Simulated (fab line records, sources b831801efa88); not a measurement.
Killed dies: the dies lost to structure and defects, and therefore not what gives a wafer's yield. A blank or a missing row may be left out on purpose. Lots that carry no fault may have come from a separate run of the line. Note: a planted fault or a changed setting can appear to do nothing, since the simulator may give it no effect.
Which tool did it? :: flow sky130 :: 7 lots with 21 wafers sampled at 2 steps, on a route of 708 steps

WHAT THE GAUGES SHOWED, per wafer
SKY_SD_N_RS_MEAS_16: measurement is done with a four-point probe.
lot: L160
measured: day 28 18:27
on: film-metro-04
SD_N_RS (ohm/sq): 68.46 68.56 68.46

lot: L164
measured: day 30 00:48
on: film-metro-02
SD_N_RS (ohm/sq): 72.17 72.10 72.19

lot: L171
measured: day 32 20:02
on: film-metro-04
SD_N_RS (ohm/sq): 68.64 68.55 68.49

lot: L175
measured: day 33 19:47
on: film-metro-04
SD_N_RS (ohm/sq): 68.77 68.59 68.70

lot: L176
measured: day 34 01:47
on: film-metro-02
SD_N_RS (ohm/sq): 68.34 68.41 68.30

lot: L178
measured: day 34 13:22
on: film-metro-03
SD_N_RS (ohm/sq): 68.49 68.45 68.57

lot: L180
measured: day 35 06:55
on: film-metro-04
SD_N_RS (ohm/sq): 68.57 68.52 68.61

WHAT TOOL EACH LOT RAN ON (gives the tool, then ch and the chambers of the sampled wafers, and finally the start)
lot: L160
SKY_SD_N_RTA_14: rtp-anneal-01 ch 0, day 28 18:16

lot: L164
SKY_SD_N_RTA_14: rtp-anneal-02 ch 0, day 30 00:37

lot: L171
SKY_SD_N_RTA_14: rtp-anneal-02 ch 0, day 32 19:52

lot: L175
SKY_SD_N_RTA_14: rtp-anneal-01 ch 0, day 33 19:37

lot: L176
SKY_SD_N_RTA_14: rtp-anneal-01 ch 0, day 34 01:35

lot: L178
SKY_SD_N_RTA_14: rtp-anneal-01 ch 0, day 34 13:12

lot: L180
SKY_SD_N_RTA_14: rtp-anneal-01 ch 0, day 35 06:44
- SKY_SD_N_RTA_14: time 2 s.

THE ANSWER, worked out from the rows above alone
Rule: the usual values come from the lots themselves. The widest of any qualifying gaps counts: lots, ordered by their means at a reading, are off when they make up no more than a third of the lots, leave a main group of 4 or more, and stand apart from it by 3 or more times the standard deviation of that group's means. A main group is skipped when, at the precision printed for the reading in the tables above, its means are all equal. Also off: a lot with no number at a reading for which 4 or more lots have one. All remaining lots with rows at the step are treated as sound.
Off: L164, seen at SKY_SD_N_RS_MEAS_16 (SD_N_RS). Mean 68.53 ohm/sq and standard deviation 0.1 in the main group.
If a tool, at a process step before that reading, ran all the lots that are off and no sound lot after the first of them, it fits. Gauges at SKY_SD_N_RS_MEAS_16: tried the same way as those tools. None of those tried fits.

WHAT THE SIMULATOR PUT IN
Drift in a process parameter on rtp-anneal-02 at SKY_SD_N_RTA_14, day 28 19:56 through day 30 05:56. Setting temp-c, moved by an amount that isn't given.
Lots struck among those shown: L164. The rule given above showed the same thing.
